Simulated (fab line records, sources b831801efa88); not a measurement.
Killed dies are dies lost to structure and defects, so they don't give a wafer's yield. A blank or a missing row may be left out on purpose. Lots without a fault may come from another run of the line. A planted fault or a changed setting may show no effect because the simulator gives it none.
One fault seen from 2 desks | flow sky130 | each desk has only its own numbers; what lay behind them comes last

THE TOOL OWNER'S DESK: litho_track-02
The tool's own readings at SKY_METAL2_COAT_10 (resist thk 450 nm): means of the sampled wafers that have a number, for each lot that ran on this tool. A lot is out of limits, marked OUT, if its mean lies more than 4 standard deviations from the usual mean; the brackets give that distance.
Columns: A = spin_speed_rpm at SKY_METAL2_COAT_10, usual 2999.7 rpm
lot  | first seen here | A
L879 | day 35 03:00    | 2999.0
L885 | day 37 03:00    | 2999.9
L891 | day 38 23:00    | 3107.4 (+67) OUT
L893 | day 39 12:00    | 3105.3 (+66) OUT
This desk's finding: out of limits on L891, L893; first on L891, day 38 23:00 (spin_speed_rpm at SKY_METAL2_COAT_10). In limits: L879, L885.

THE METROLOGY DESK
What the gauges read, lot by lot, whatever tool the lot ran on: means of the sampled wafers that have a number. A lot is out of limits, marked OUT, if its mean lies more than 4 standard deviations from the usual mean; the brackets give that distance.
Columns: A = CONTACT_BOW at SKY_CONTACT_BOW_MEAS_05, usual 82 um; B = METAL2_ALCU_THK at SKY_METAL2_THK_MEAS_06, usual 246.6 nm
lot  | first seen here | A  | B
L879 | day 31 00:38    | 87 | 241.2
L880 | day 31 07:52    | 79 | 246.1
L881 | day 31 17:29    | 78 | 243.6
L882 | day 32 08:42    | 84 | 248.2
L883 | day 32 17:01    | 86 | 248.4
L884 | day 33 01:39    | 85 | 244.4
L885 | day 33 02:19    | 86 | 250.1
L891 | day 34 23:36    | 85 | 243.9
L893 | day 35 12:39    | 70 | 248.2
L898 | day 37 00:24    | 77 | 245.0
L900 | day 37 13:16    | 81 | 247.0
L901 | day 37 19:29    | 76 | 245.7
This desk's finding: nothing out of limits on any of the 12 lots.

PUT TOGETHER
The tool owner's desk could have raised an alarm at day 38 23:00, on L891, L893.
The metrology desk saw nothing out of limits.
The metrology desk has L891, L893 on record, within its limits.
Of the lots named, all ran SKY_METAL2_COAT_10 on litho_track-02.

WHAT THE SIMULATOR HAD PUT IN
Process parameter drift: litho_track-02, from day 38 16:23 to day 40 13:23, at SKY_METAL2_COAT_10. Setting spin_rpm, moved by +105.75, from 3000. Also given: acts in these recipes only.
Lots struck among those shown: L891, L893.
Hours from the fault's start to each desk's first reading out of limits: the tool owner's desk, 7.
